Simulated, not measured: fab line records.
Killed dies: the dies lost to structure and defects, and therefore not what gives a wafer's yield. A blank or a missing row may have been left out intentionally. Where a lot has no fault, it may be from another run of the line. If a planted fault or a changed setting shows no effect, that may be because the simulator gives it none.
fab line records	flow sfq-line
record lots=6	wafers=16	last-day=77
route steps=325 shown JJ@194 M5@198
lots untouched by any fault: they come from a run of this same line in which no faults occurred
start-h: hours from the record's first day to the start of the lot's first wafer shown	wait-h: how many hours have passed since the lot's step before this one	" as in the row above	L1.1+2: several wafers, shown together as one row	- either no value or no given start	* or withheld: withheld	< > ~ a bound
route shown NAME@n: a module of which the file shows steps, and the number in the route of the first	usual: average and standard deviation across the fault-free wafers	same: alike in all rows	chamber/n: place in a boat	sites: the reading at each site	_std_site: standard deviation across them	_edge_site: inner sites' mean taken away from outer sites' mean	radius-mm: for every site, how far away it sits from the centre of the wafer	mask NAME#n: copy n	behind: the last tool/chamber to shape the wafer	hold: reason for holding the lot/hours on hold/outcome of the hold	device: transistor that didn't switch, given as n, p or np	end of line: at the end of the route, the tests of the same wafers	a step without rows: its recipe alone	killed: dies that structure and defects cost at the first sort, which is not the same as the wafer's yield	map: dies across one wafer; x = killed, . = not, _ = none there
set.NAME: the setting the step ran with; set.NAME@STEP: the setting that earlier step ran with	model.NAME: the simulator's own value behind a step, which no gauge read
lots seen at some steps along the route; tables by step, rows by wafer
services: the hour from which a tool's chamber was out of use, counted from the record's first day as start-h (under 0 if before that day), plus the number of hours and why
## steps
# step SFQ_TRILAYER_JJ_CE_ETCH_RIE_118
# recipe target=Nb	stop-on=Al2O3	mask-material=PR	taper-deg=13.257	over-etch-frac=0.15	time-s=97.7	chemistry=SF6	target-depth-nm=170	icp-w=600	bias-w=80	pressure-mtorr=10
# usual drypump-motor-current-A=5.7/0.42	oes-product-au=0.989/0.008
lot.wafer	tool	chamber	start-h	wait-h	drypump-motor-current-A	oes-product-au	rf-hours-counter-h
L310.1	rie-metal-03	0	967.14	0.1	5.1	0.985	83
L310.4	"	1	"	"	5.3	0.991	-
L310.6	"	1	"	"	5.3	0.977	-
L312.2	rie-metal-03	0	973.14	0.1	5.1	0.997	84
L312.4	"	0	"	"	5.1	1.006	-
L312.5	"	0	"	"	5.1	0.991	-
L321.2	rie-metal-02	1	1043.77	0.1	5.6	0.980	161
L321.4	"	1	"	"	5.6	0.977	-
L324.2	rie-metal-04	0	1072.57	0.1	6.0	0.979	98
L324.4	"	1	"	"	5.8	0.994	-
L328.4	rie-metal-04	0	1100.25	0.1	6.0	0.994	-
L328.5	"	0	"	"	6.0	0.984	-
L328.6	"	1	"	"	5.9	0.993	-
L333.1	rie-metal-02	0	1127.90	0.2	6.3	0.984	162
L333.3	"	0	"	"	6.4	0.972	-
L333.4	"	0	"	"	6.3	0.977	-
# step SFQ_TRILAYER_JJ_ANODIZE_ANODIZE_119
# recipe current-density-ma-cm2=withheld	end-current-density-ma-cm2=withheld	bath-temp-c=withheld
# step SFQ_TRILAYER_JJ_CE_STRIP_STRIP_120
# recipe gas=O2	power-w=200	platen-temp-c=40	overash-fraction=0.65	chemistry=O2	pressure-mtorr=50
# usual drypump-motor-current-A=5.8/0.36	oes-product-au=1.003/0.011
lot.wafer	tool	chamber	start-h	wait-h	drypump-motor-current-A	oes-product-au	rf-hours-counter-h
L310.1	rie-metal-02	1	967.75	0.0	5.6	0.986	151
L310.4	"	1	"	"	5.6	0.985	-
L310.6	"	0	"	"	6.4	0.986	-
L312.2	rie-metal-04	0	973.75	0.0	6.0	1.005	83
L312.4	"	0	"	"	6.0	1.004	-
L312.5	"	0	"	"	6.0	1.003	-
L321.2	rie-metal-04	1	1044.38	0.0	5.8	1.005	76
L321.4	"	1	"	"	5.8	1.009	-
L324.2	rie-metal-04	1	1073.18	0.0	5.8	1.009	81
L324.4	"	1	"	"	5.8	1.019	-
L328.4	rie-metal-03	1	1101.02	0.2	5.3	1.001	-
L328.5	"	1	"	"	5.4	0.997	-
L328.6	"	0	"	"	5.1	1.012	-
L333.1	rie-metal-04	1	1128.62	0.0	5.9	0.999	91
L333.3	"	0	"	"	6.0	0.994	-
L333.4	"	1	"	"	5.9	0.992	-
# step SFQ_TRILAYER_JJ_CE_STRIP_SOLV_CLEAN_121
# recipe chemistry=NMP	temp-c=70	time-s=600
# step SFQ_TRILAYER_M5_LITHO_COAT_128
# recipe resist=BARC	spin-rpm=3000	resist-thk-nm=62
# step SFQ_TRILAYER_M5_LITHO_COAT_123
# recipe resist=KrF	spin-rpm=3000	resist-thk-nm=600
# step SFQ_TRILAYER_M5_LITHO_SOFTBAKE_127
# recipe temp-c=withheld	time-s=withheld	resist=KrF
# step SFQ_TRILAYER_M5_LITHO_EXPOSE_124
# recipe mask-id=M5	na=0.6	source-shape=conventional	sigma-outer=0.65	target-cd-nm=700	dose-mj=14.4
# step SFQ_TRILAYER_M5_LITHO_PEB_126
# recipe peb-temp-c=115	peb-time-s=60	resist=KrF
# step SFQ_TRILAYER_M5_LITHO_DEVELOP_125
# recipe time-s=60	resist=KrF
# step SFQ_M5_OVL_MEAS_932
# usual M5_OVL=-4/5.9
lot.wafer	tool	chamber	start-h	wait-h	M5_OVL[nm]
L310.1	overlay-01	-	1083.35	0.1	-6
L310.4	"	-	"	"	-1
L310.6	"	-	"	"	0
L312.2	overlay-02	-	1090.10	0.1	-10
L312.4	"	-	"	"	-1
L312.5	"	-	"	"	-12
L321.2	overlay-02	-	1151.20	0.1	-14
L321.4	"	-	"	"	-13
L324.2	overlay-02	-	1177.60	0.1	-5
L324.4	"	-	"	"	-4
L328.4	overlay-02	-	1202.81	0.1	-1
L328.5	"	-	"	"	-2
L328.6	"	-	"	"	-4
L333.1	overlay-02	-	1229.20	0.1	-17
L333.3	"	-	"	"	-16
L333.4	"	-	"	"	-7
# step SFQ_TRILAYER_M5_BARC_OPEN_METAL_ETCH_161
# recipe mask-material=PR	chemistry=O2	target-depth-nm=125	target=BARC	icp-w=600	bias-w=80	pressure-mtorr=10	time-s=41.7
# usual drypump-motor-current-A=5.4/0.41	oes-product-au=0.686/0.0049
lot.wafer	tool	chamber	start-h	wait-h	drypump-motor-current-A	oes-product-au	rf-hours-counter-h
L310.1	rie-metal-01	0	1083.38	0.0	5.0	0.694	12
L310.4	"	0	"	"	5.0	0.680	-
L310.6	"	0	"	"	4.9	0.686	-
L312.2	rie-metal-01	0	1090.15	0.0	5.0	0.690	-
L312.4	"	0	"	"	5.0	0.688	-
L312.5	"	0	"	"	5.0	0.684	-
L321.2	rie-metal-01	0	1151.23	0.0	5.0	0.676	28
L321.4	"	0	"	"	5.0	0.681	-
L324.2	rie-metal-01	1	1177.63	0.0	5.8	0.688	18
L324.4	"	0	"	"	5.0	0.687	-
L328.4	rie-metal-03	0	1202.85	0.0	5.1	0.691	-
L328.5	"	0	"	"	5.1	0.690	-
L328.6	"	1	"	"	5.3	0.695	-
L333.1	rie-metal-03	1	1229.23	0.0	5.3	0.685	119
L333.3	"	1	"	"	5.3	0.689	-
L333.4	"	0	"	"	5.1	0.687	-
# step SFQ_TRILAYER_M5_ETCH_METAL_ETCH_126
# recipe target=Nb	stop-on=SiO2	mask-material=PR	over-etch-frac=0.15	time-s=203.2	chemistry=Cl2/BCl3	target-depth-nm=265	icp-w=600	bias-w=80	pressure-mtorr=10
# usual drypump-motor-current-A=5.4/0.41	oes-product-au=0.726/0.0062
lot.wafer	tool	chamber	start-h	wait-h	drypump-motor-current-A	oes-product-au	rf-hours-counter-h	model.KrF_of_TRILAYER_M5_LITHO_COAT_123.thk-nm	model.M5.feature-depth-nm	model.SiO2_of_TRILAYER_I4_DEP_PECVD_099.thk-nm
L310.1	rie-metal-01	0	1083.50	0.1	5.0	0.723	12	368	162.2	182.6
L310.4	"	0	"	"	5.0	0.722	-	370.6	160.6	182.8
L310.6	"	0	"	"	5.0	0.719	-	370.5	162.5	182.7
L312.2	rie-metal-01	0	1090.32	0.1	5.0	0.738	-	374.7	163.6	181
L312.4	"	0	"	"	5.0	0.716	-	372.6	160.7	179.6
L312.5	"	0	"	"	5.0	0.729	-	372.9	161.8	179.8
L321.2	rie-metal-01	0	1151.29	0.0	5.0	0.725	28	305.6	171	169.6
L321.4	"	0	"	"	5.0	0.728	-	370.7	162.4	182.9
L324.2	rie-metal-01	1	1177.69	0.0	5.8	0.720	18	306	168.7	169.9
L324.4	"	0	"	"	5.0	0.723	-	370.2	161.3	182.2
L328.4	rie-metal-03	0	1202.96	0.1	5.1	0.730	-	365.4	161.4	182
L328.5	"	0	"	"	5.1	0.724	-	365.6	160.9	182.7
L328.6	"	1	"	"	5.3	0.724	-	371.2	159.2	180.3
L333.1	rie-metal-03	1	1229.29	0.0	5.3	0.722	120	370.8	159.4	179.9
L333.3	"	1	"	"	5.3	0.729	-	372.1	159.5	177.6
L333.4	"	0	"	"	5.1	0.720	-	366.8	161.1	180.3
# step SFQ_TRILAYER_M5_STRIP_STRIP_127
# recipe gas=O2	power-w=200	platen-temp-c=40	overash-fraction=0.65	chemistry=O2	pressure-mtorr=50
# usual drypump-motor-current-A=5.4/0.41	oes-product-au=1.002/0.012
lot.wafer	tool	chamber	start-h	wait-h	drypump-motor-current-A	oes-product-au	rf-hours-counter-h
L310.1	rie-metal-01	0	1083.89	0.3	5.0	0.990	12
L310.4	"	0	"	"	5.0	1.013	-
L310.6	"	0	"	"	5.0	1.003	-
L312.2	rie-metal-01	0	1090.84	0.5	5.0	0.990	-
L312.4	"	0	"	"	5.0	0.998	-
L312.5	"	0	"	"	5.0	0.988	-
L321.2	rie-metal-01	0	1151.49	0.1	5.0	1.011	28
L321.4	"	0	"	"	5.0	1.010	-
L324.2	rie-metal-01	1	1177.89	0.1	5.9	1.009	19
L324.4	"	0	"	"	5.0	1.000	-
L328.4	rie-metal-03	0	1203.29	0.3	5.1	1.018	-
L328.5	"	0	"	"	5.1	1.021	-
L328.6	"	1	"	"	5.3	0.994	-
L333.1	rie-metal-03	1	1229.49	0.1	5.3	1.005	120
L333.3	"	1	"	"	5.3	1.003	-
L333.4	"	0	"	"	5.1	1.024	-
## services
tool	chamber	start-h	hours	kind
rie-metal-01	0	996.01	-	clean
rie-metal-01	0	996.01	-	consumable-replace:focus-ring
rie-metal-01	0	996.01	19.6	scheduled-down
rie-metal-01	0	996.01	19.6	vent-cycle
rie-metal-03	0	1007.35	4.8	repair
rie-metal-02	1	1071.68	-	clean
rie-metal-02	1	1071.68	-	consumable-replace:focus-ring
rie-metal-02	1	1071.68	17.2	scheduled-down
rie-metal-02	1	1071.68	17.2	vent-cycle
rie-metal-01	1	1080.01	-	clean
rie-metal-01	1	1080.01	-	consumable-replace:focus-ring
rie-metal-01	1	1080.01	12.3	scheduled-down
rie-metal-01	1	1080.01	12.3	vent-cycle
rie-metal-02	-	1132.49	1.4	repair
rie-metal-02	0	1151.82	-	clean
rie-metal-02	0	1151.82	-	consumable-replace:focus-ring
rie-metal-02	0	1151.82	24.6	scheduled-down
rie-metal-02	0	1151.82	24.6	vent-cycle
rie-metal-03	1	1162.17	7.6	repair
rie-metal-03	0	1173.82	10.9	repair
rie-metal-02	-	1195.87	4.3	pm
rie-metal-02	0	1201.50	5.2	repair
## key
first-sign none at tools or gauges
model-effect step=SFQ_TRILAYER_M5_ETCH_METAL_ETCH_126	value=KrF_of_TRILAYER_M5_LITHO_COAT_123.thk-nm	without=369.2	struck=305.8
met-at SFQ_TRILAYER_M5_ETCH_METAL_ETCH_126
struck-wafers L321.2,L324.2
rows-end L324.2
onset-between 1090.32 1151.29
fault kind=process-parameter-drift	tool=rie-metal-01	chamber=-	onset-h=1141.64	steps=SFQ_TRILAYER_M5_ETCH_METAL_ETCH_126	channel=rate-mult	offset=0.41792	shape=step	end-h=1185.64	scope=struck-wafers-only
# rows-end: these wafers met a further fault down the route, and their rows from its step on are left out
